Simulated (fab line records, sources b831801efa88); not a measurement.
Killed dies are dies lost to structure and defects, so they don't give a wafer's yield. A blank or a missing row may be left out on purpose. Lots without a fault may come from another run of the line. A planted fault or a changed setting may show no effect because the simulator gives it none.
Which tool did it? | flow sky130 | 15 lots, 45 wafers sampled, at 4 steps of a route of 708

WHAT THE GAUGES READ, wafer by wafer
SKY_VT_ADJUST_HVTP_TW_MEAS_11. Usual: VT_ADJUST_HVTP_TW 1349, standard deviation 11.
lot  | measured     | on            | VT_ADJUST_HVTP_TW | flag
L343 | day 6 04:34  | film_metro-04 | 1355 1352 1354    |
L345 | day 6 17:10  | film_metro-02 | 1355 1356 1359    |
L346 | day 6 23:43  | film_metro-03 | 1343 1347 1349    |
L347 | day 7 07:52  | film_metro-04 | 1340 1346 1342    |
L348 | day 7 14:34  | film_metro-02 | 1374 1369 1373    |
L349 | day 7 23:07  | film_metro-04 | 1345 1341 1353    |
L354 | day 9 02:27  | film_metro-02 | 1360 1357 1361    |
L355 | day 9 09:06  | film_metro-02 | 1354 1355 1357    |
L356 | day 9 13:01  | film_metro-04 | 1339 1335 1345    |
L360 | day 10 15:43 | film_metro-04 | 1345 1358 1354    |
L361 | day 11 00:00 | film_metro-03 | 1331 1329 1328    |
L362 | day 11 05:39 | film_metro-04 | 1336 1335 1347    |
L363 | day 11 06:18 | film_metro-03 | 1323 1339 1330    |
L365 | day 12 01:41 | film_metro-04 | 1358 1354 1360    |
L366 | day 12 06:01 | film_metro-02 | 1361 1360 1359    |

WHICH TOOL RAN EACH LOT (tool, then ch and the chambers of the sampled wafers, then the start)
lot  | SKY_FIELD_ISO_CMP_27         | SKY_NWELL_STRIP_14                   | SKY_VT_ADJUST_HVTP_PEB_05
L343 | cmp-01 ch 1,2, day 2 11:39   | plasma_asher-04 ch 0,1, day 4 16:32  | litho_track-04 ch 0, day 6 03:52
L345 | cmp-01 ch 0,1, day 2 21:50   | plasma_asher-04 ch 0,1, day 5 03:14  | litho_track-04 ch 0, day 6 16:28
L346 | cmp-01 ch 0,2,3, day 3 03:19 | plasma_asher-04 ch 0, day 5 09:29    | litho_track-03 ch 0, day 6 23:01
L347 | cmp-02 ch 2,3, day 3 09:34   | plasma_asher-01 ch 0,1, day 5 16:04  | litho_track-03 ch 0, day 7 07:11
L348 | cmp-01 ch 2,3, day 3 11:31   | plasma_asher-02 ch 0,1, day 5 22:28  | litho_track-04 ch 0, day 7 13:52
L349 | cmp-02 ch 1,2, day 3 21:23   | plasma_asher-04 ch 0,1, day 6 06:50  | litho_track-02 ch 0, day 7 22:26
L354 | cmp-02 ch 1,2,3, day 4 19:17 | plasma_asher-04 ch 0,1, day 7 07:17  | litho_track-03, day 9 01:44
L355 | cmp-01 ch 0,1,3, day 4 23:07 | plasma_asher-04 ch 0,1, day 7 12:31  | litho_track-03, day 9 06:47
L356 | cmp-01 ch 0,1, day 5 05:14   | plasma_asher-04 ch 1, day 7 17:50    | litho_track-03, day 9 12:19
L360 | cmp-01 ch 1,2,3, day 6 02:23 | plasma_asher-04 ch 0,1, day 8 20:34  | litho_track-03 ch 0, day 10 15:02
L361 | cmp-02 ch 0,3, day 6 09:16   | plasma_asher-01 ch 0,1, day 9 03:38  | litho_track-04 ch 0, day 10 23:17
L362 | cmp-02 ch 0,1,3, day 6 13:35 | plasma_asher-02 ch 0,1, day 9 09:04  | litho_track-03 ch 0, day 11 04:56
L363 | cmp-02 ch 1,3, day 6 15:41   | plasma_asher-01 ch 0, day 9 09:38    | litho_track-03 ch 0, day 11 05:35
L365 | cmp-02 ch 0,1,2, day 7 05:17 | plasma_asher-04 ch 0,1, day 10 01:44 | litho_track-04 ch 0, day 12 00:58
L366 | cmp-01 ch 0,2, day 7 11:08   | plasma_asher-01 ch 0,1, day 10 06:13 | litho_track-03 ch 0, day 12 05:20
- SKY_FIELD_ISO_CMP_27: polishes, stops on Si3N4, t overpolish 16 s, target thk 457.8 nm.
- SKY_NWELL_STRIP_14: strips in O2/N2.
- SKY_VT_ADJUST_HVTP_PEB_05

WHAT THE TOOLS THEMSELVES READ (means of the sampled wafers that have a number; where no wafer has one, the mark that the record gives instead)
SKY_FIELD_ISO_CMP_27. Usual: motor_current_A 12.3 A, standard deviation 1.3; overpolish_run_s 16.000 s, standard deviation 0.0089; time_to_endpoint_s 112 s, standard deviation 3.6.
lot  | tool   | motor_current_A (A) | overpolish_run_s (s) | time_to_endpoint_s (s) | flag
L343 | cmp-01 | 13.5                | 16.002               | 112                    |
L345 | cmp-01 | 11.9                | 16.000               | 112                    |
L346 | cmp-01 | 12.8                | 16.007               | 115                    |
L347 | cmp-02 | 11.8                | 16.006               | 114                    |
L348 | cmp-01 | 12.6                | 16.003               | 110                    |
L349 | cmp-02 | 13.1                | 16.004               | 113                    |
L354 | cmp-02 | 11.8                | 16.006               | 109                    |
L355 | cmp-01 | 13.4                | 16.003               | 115                    |
L356 | cmp-01 | 12.0                | 15.991               | 108                    |
L360 | cmp-01 | 13.3                | 16.001               | 117                    |
L361 | cmp-02 | 10.5                | 16.012               | 117                    |
L362 | cmp-02 | 11.7                | 15.998               | 112                    |
L363 | cmp-02 | 11.8                | 15.988               | 107                    |
L365 | cmp-02 | 11.9                | 16.005               | 114                    |
L366 | cmp-01 | 11.5                | 16.000               | 113                    |

SKY_NWELL_STRIP_14. Usual: chamber_pressure_mTorr 1499.9 mTorr, standard deviation 1.2; drypump_motor_current_A 5.7 A, standard deviation 0.53; oes_product_au 0.722 a.u., standard deviation 0.0043; strip_time_to_endpoint_s 36.93 s, standard deviation 0.1.
lot  | tool            | chamber_pressure_mTorr (mTorr) | drypump_motor_current_A (A) | oes_product_au (a.u.) | strip_time_to_endpoint_s (s) | flag
L343 | plasma_asher-04 | 1499.5                         | 6.1                         | 0.723                 | 36.84                        |
L345 | plasma_asher-04 | 1499.6                         | 5.6                         | 0.724                 | 36.89                        |
L346 | plasma_asher-04 | 1499.9                         | 5.2                         | 0.724                 | 36.94                        |
L347 | plasma_asher-01 | 1501.6                         | 5.2                         | 0.724                 | 37.07                        |
L348 | plasma_asher-02 | 1499.1                         | 5.9                         | 0.723                 | 37.00                        |
L349 | plasma_asher-04 | 1498.7                         | 6.0                         | 0.717                 | 36.96                        |
L354 | plasma_asher-04 | 1499.7                         | 6.0                         | 0.722                 | 36.88                        |
L355 | plasma_asher-04 | 1499.1                         | 5.6                         | 0.723                 | 36.84                        |
L356 | plasma_asher-04 | 1500.0                         | 6.4                         | 0.719                 | 36.73                        |
L360 | plasma_asher-04 | 1499.1                         | 5.5                         | 0.725                 | 36.80                        |
L361 | plasma_asher-01 | 1498.6                         | 5.4                         | 0.727                 | 37.03                        |
L362 | plasma_asher-02 | 1499.6                         | 5.9                         | 0.720                 | 36.94                        |
L363 | plasma_asher-01 | 1498.6                         | 5.5                         | 0.722                 | 36.95                        |
L365 | plasma_asher-04 | 1500.6                         | 6.0                         | 0.725                 | 36.90                        |
L366 | plasma_asher-01 | 1499.2                         | 5.2                         | 0.723                 | 37.00                        |

SKY_VT_ADJUST_HVTP_PEB_05. Usual: exhaust_pa 44.9 Pa, standard deviation 0.97.
lot  | tool           | exhaust_pa (Pa) | flag
L343 | litho_track-04 | 44.8            |
L345 | litho_track-04 | 44.1            |
L346 | litho_track-03 | 42.6            |
L347 | litho_track-03 | 45.2            |
L348 | litho_track-04 | 45.6            |
L349 | litho_track-02 | 44.4            |
L354 | litho_track-03 | -               | OFF
L355 | litho_track-03 | -               | OFF
L356 | litho_track-03 | -               | OFF
L360 | litho_track-03 | 44.2            |
L361 | litho_track-04 | 46.0            |
L362 | litho_track-03 | 44.2            |
L363 | litho_track-03 | 45.1            |
L365 | litho_track-04 | 46.1            |
L366 | litho_track-03 | 45.6            |

THE ANSWER, worked out from the rows above alone
Rule: a lot is off if the mean of its wafers that have a number lies more than 3 standard deviations from the usual mean. A lot without any number at a reading at which 4 lots or more have one is off too. The other lots that the step has rows for count as sound. The gauges are gone through in route order, then the tools' own readings, and for those a lot's mean is taken as printed above. The first step at which some lot is off is used, and at that step the reading that is off furthest; a lot without a number counts as furthest.
Off: L354, L355, L356, at SKY_VT_ADJUST_HVTP_PEB_05 (exhaust_pa). Without a number there: L354, L355, L356.
A tool fits if, at that step or a process step before it, it ran every lot that is off, and no sound lot after the first of them. None of those tried fits.

WHAT THE SIMULATOR HAD PUT IN
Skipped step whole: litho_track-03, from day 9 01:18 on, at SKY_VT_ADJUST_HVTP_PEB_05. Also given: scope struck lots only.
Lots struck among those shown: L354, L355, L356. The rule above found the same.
